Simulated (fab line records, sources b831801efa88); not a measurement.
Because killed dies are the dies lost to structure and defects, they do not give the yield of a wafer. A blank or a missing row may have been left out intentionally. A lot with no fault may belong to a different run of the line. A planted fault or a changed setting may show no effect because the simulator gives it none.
Problem report in the 8D (eight disciplines) form, filled by code :: flow gf180mcu :: the parts of the form that need people (team, actions taken, sign-off) are left out

== 1. WHAT WENT WRONG ==
At GF_POLY_GATE_PEB_08, heater power total W averages 87.60 W over 3 wafers from 2 lots, while fault-free wafers read 85.69 W, standard deviation 0.081. Relative to the usual mean, that is a shift of +24 standard deviations.
The step: peb time 90 s.
Earliest sighting: wafer L982.5 on litho track-04 at day 13 06:31. Wafers with a number at this step in the record: 39, from 13 lots. Rule for "out" (also "out of limits"): further than 4 standard deviations from the usual mean. The rest of the wafers with a number are treated as sound.

== 2. WHAT THIS IS AND IS NOT ==
question: which readings at this step
is: heater power total W
is not: -

question: which lots
is: L982, L984
is not: L969, L970, L971, L972, L973, L974, L975, L986, L989, L990, L991

question: which wafers of those lots
is: L982.5, L982.6, L984.6
is not: L982.4, L984.1, L984.4

question: read on which tools
is: litho track-04
is not: litho track-01, litho track-02

question: when
is: from day 13 06:31
is not: up to then (22 sound wafers); but 14 sound wafers of L984, L986, L989, L990, L991 came after

== 3. WHAT RULES OUT EACH SUSPECT ==
Counting: a tool at a process step up to the reading stays a suspect if it ran every lot that is out. Sound lots after the first of them don't rule it out here, since some wafers of a struck lot are sound.
- litho track-04 at GF_POLY_GATE_PEB_08 (peb time 90 s): kept. Ran every lot that is out, first one L982 (day 13 06:31); last sound lot up to then L975 (day 11 04:53). Its own heater power total W readings are out on those wafers.
The count leaves litho track-04 at GF_POLY_GATE_PEB_08.

== 4. THE CAUSE (what the simulator had put in) ==
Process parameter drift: litho track-04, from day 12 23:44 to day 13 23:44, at GF_POLY_GATE_PEB_08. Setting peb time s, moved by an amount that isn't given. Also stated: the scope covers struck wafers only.
Counting left only this tool.

== 5. THE CHAIN OF EFFECTS, in route order ==
Rows list readings where the struck wafers' mean (over those with a number) sits beyond 3 standard deviations from the usual. Readings are gone through only where the record gives a usual standard deviation; hours: the median, over the lots, of the time from a lot's start at the first step in this table giving one to that lot's start at this step; sigmas: the change measured in usual standard deviations.
hours: 0
step: GF_POLY_GATE_PEB_08
reading: heater power total W
usual: 85.69 W
on struck wafers: 87.60
change: +1.91
sigmas: +24
Its process steps:
- GF_POLY_GATE_PEB_08: peb time 90 s.

== 6. WHAT WOULD HAVE CAUGHT IT SOONER ==
In this record no reading fell out of limits until day 13 06:31, 7 hours after the fault had begun at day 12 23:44.
